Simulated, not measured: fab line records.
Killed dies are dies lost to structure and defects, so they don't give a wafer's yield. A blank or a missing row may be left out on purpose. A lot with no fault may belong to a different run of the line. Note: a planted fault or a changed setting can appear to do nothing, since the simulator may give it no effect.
Comparing a struck lot with a sound one    flow gf180mcu    14 out of 602 route steps
Sound: the wafers L807.1, L807.3, L807.5. The struck wafers were L797.1, L797.2, L797.3. The cause is named last.
For every step that has rows: the tool of each side, followed by ch and its chambers, followed by its first start. Under that, the readings that differ: sound wafers    struck wafers    difference of the means    sigmas: that difference in standard deviations of wafers without a fault.
alike: words and numbers the same on both sides, and readings whose means are apart by under 2 such deviations; not compared: readings that were withheld, readings missing a value for some wafer, numbers with overlapping values and no deviation given by the record, and bounds like >300 which may hide the same value.
The two part at a step that has a row with sigmas, a row that says differs or no value, or rows on one side only. Numbers that have no deviation but don't overlap get no sigmas and don't part them. A reading missing from all wafers of one side parts the sides only when that side holds two or more wafers.

GF_M1_SPUTTER_01: material TiN, target thk 30 nm, time 25 s.
  sound on pvd_sputter-03, day 22 16:54; struck on pvd_sputter-04, day 19 15:36
  alike: throttle_valve_pct
GF_M1_SPUTTER_02: material AlCu, target thk 450 nm, time 23.9 s.
  sound on pvd_sputter-03, day 22 16:56; struck on pvd_sputter-04, day 19 15:38
  alike: throttle_valve_pct
GF_M1_SPUTTER_03: material Ti, target thk 10 nm, time 6.7 s.
  sound on pvd_sputter-03, day 22 16:58; struck on pvd_sputter-04, day 19 15:40
  alike: throttle_valve_pct
GF_M1_SPUTTER_04: material TiN, target thk 50 nm, time 42.75 s.
  sound on pvd_sputter-03, day 22 16:59; struck on pvd_sputter-04, day 19 15:41
  alike: throttle_valve_pct
GF_M1_RS_MEAS_05: measures by four-point-probe.
  sound on film_metro-03, day 22 17:02; struck on film_metro-03, day 19 15:43
  alike: M1_ALCU_RS
GF_M1_THK_MEAS_06: measures by xrf.
  sound on film_metro-03, day 22 17:09; struck on film_metro-03, day 19 15:50
  alike: M1_ALCU_THK
then, 6 steps without rows for these wafers: GF_M1_DEHYDRATE_07 (time 60 s); GF_M1_HMDS_08 (prime time 60 s); GF_M1_COAT_09 (resist thk 1000 nm); GF_M1_SOFTBAKE_10 (time 60 s); GF_M1_EXPOSE_11 (exposes mask Metal1, target cd 230 nm); GF_M1_PEB_12 (peb time 90 s).
GF_M1_DEVELOP_13: develop time 60 s.
  struck on litho_track-03, day 20 15:39; sound on litho_track-01 ch 0, day 23 15:52
  no value came back on the struck wafers for chill_plate_temp_C (C), develop_time_s (s); on the sound wafers chill_plate_temp_C (C) reads 22.97 22.96 23.13
reading                              sound            struck          difference  sigmas
model.KrF_of_M1_COAT_09.thk_nm (nm)  981 980.7 980.2  1005 1002 1003  +23         
GF_M1_CD_MEAS_14 targets a cd of 230 nm.
  sound on cd_sem-02, day 23 16:01; struck on cd_sem-02, day 20 15:48
reading     sound              struck  difference                     sigmas
cd_nm (nm)  229.1 230.4 229.8  - - -   no value on the struck wafers  

WHERE THEY PART
Earliest at GF_M1_DEVELOP_13; latest, in this record, at GF_M1_CD_MEAS_14.

WHY: whatever the simulator had introduced
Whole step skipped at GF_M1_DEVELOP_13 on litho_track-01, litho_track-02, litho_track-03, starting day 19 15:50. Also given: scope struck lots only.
